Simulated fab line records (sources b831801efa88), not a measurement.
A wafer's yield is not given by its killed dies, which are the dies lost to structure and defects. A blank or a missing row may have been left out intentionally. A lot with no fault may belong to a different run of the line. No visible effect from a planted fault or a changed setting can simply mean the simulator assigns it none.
Matching of chambers / flow sky130 / pecvd-03 running SKY_CONTACT_CVD_00: 3 sister chambers
The step deposits Si3N4, target thk 75 nm. 14 wafers are shown with their chamber, then 7 later ones without.

== WAFERS PAIRED WITH THEIR CHAMBERS ==
wafer=L077.2; chamber=2; heater_power_w (W)=624
wafer=L077.4; chamber=1; heater_power_w (W)=775
wafer=L077.5; chamber=2; heater_power_w (W)=618
wafer=L080.3; chamber=0; heater_power_w (W)=767
wafer=L080.5; chamber=1; heater_power_w (W)=742
wafer=L080.6; chamber=2; heater_power_w (W)=672
wafer=L085.2; chamber=1; heater_power_w (W)=799
wafer=L085.3; chamber=2; heater_power_w (W)=657
wafer=L085.4; chamber=2; heater_power_w (W)=669
wafer=L088.3; chamber=2; heater_power_w (W)=654
wafer=L088.5; chamber=1; heater_power_w (W)=662
wafer=L088.6; chamber=2; heater_power_w (W)=655
wafer=L091.1; chamber=2; heater_power_w (W)=663
wafer=L091.3; chamber=1; heater_power_w (W)=690

SIGNATURES (averages over the wafers above)
reading=heater_power_w; chamber 0=767.00; chamber 1=733.60; chamber 2=651.50; scatter within a chamber=38
Rule: for a wafer and a chamber, the distance is found by dividing, reading by reading, the gap between the wafer's reading and the chamber's mean by the reading's scatter, squaring, summing and taking the root. The wafer belongs to the nearest chamber; if the next one is less than 2 further off, it can't be placed. The scatter: the root of (the sum of the squares of (reading less its chamber's mean) over the shown wafers, divided by (wafers less chambers)).

== WAFERS MISSING THEIR CHAMBER ==
wafer=L091.6; heater_power_w (W)=669
wafer=L092.1; heater_power_w (W)=596
wafer=L092.3; heater_power_w (W)=707
wafer=L092.5; heater_power_w (W)=603
wafer=L095.2; heater_power_w (W)=751
wafer=L095.3; heater_power_w (W)=633
wafer=L095.4; heater_power_w (W)=761

== CHAMBER TAKEN BY EACH ==
wafer=L091.6; from the rows above=can't be placed: 2 or 1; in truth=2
wafer=L092.1; from the rows above=2; in truth=2
wafer=L092.3; from the rows above=can't be placed: 1 or 2 or 0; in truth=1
wafer=L092.5; from the rows above=2; in truth=2
wafer=L095.2; from the rows above=can't be placed: 0 or 1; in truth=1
wafer=L095.3; from the rows above=2; in truth=2
wafer=L095.4; from the rows above=can't be placed: 0 or 1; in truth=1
Correctly placed: 3 of 7. Can't be placed from these rows: 4 (the true chamber is among the candidates in 4). Number placed wrongly: 0.
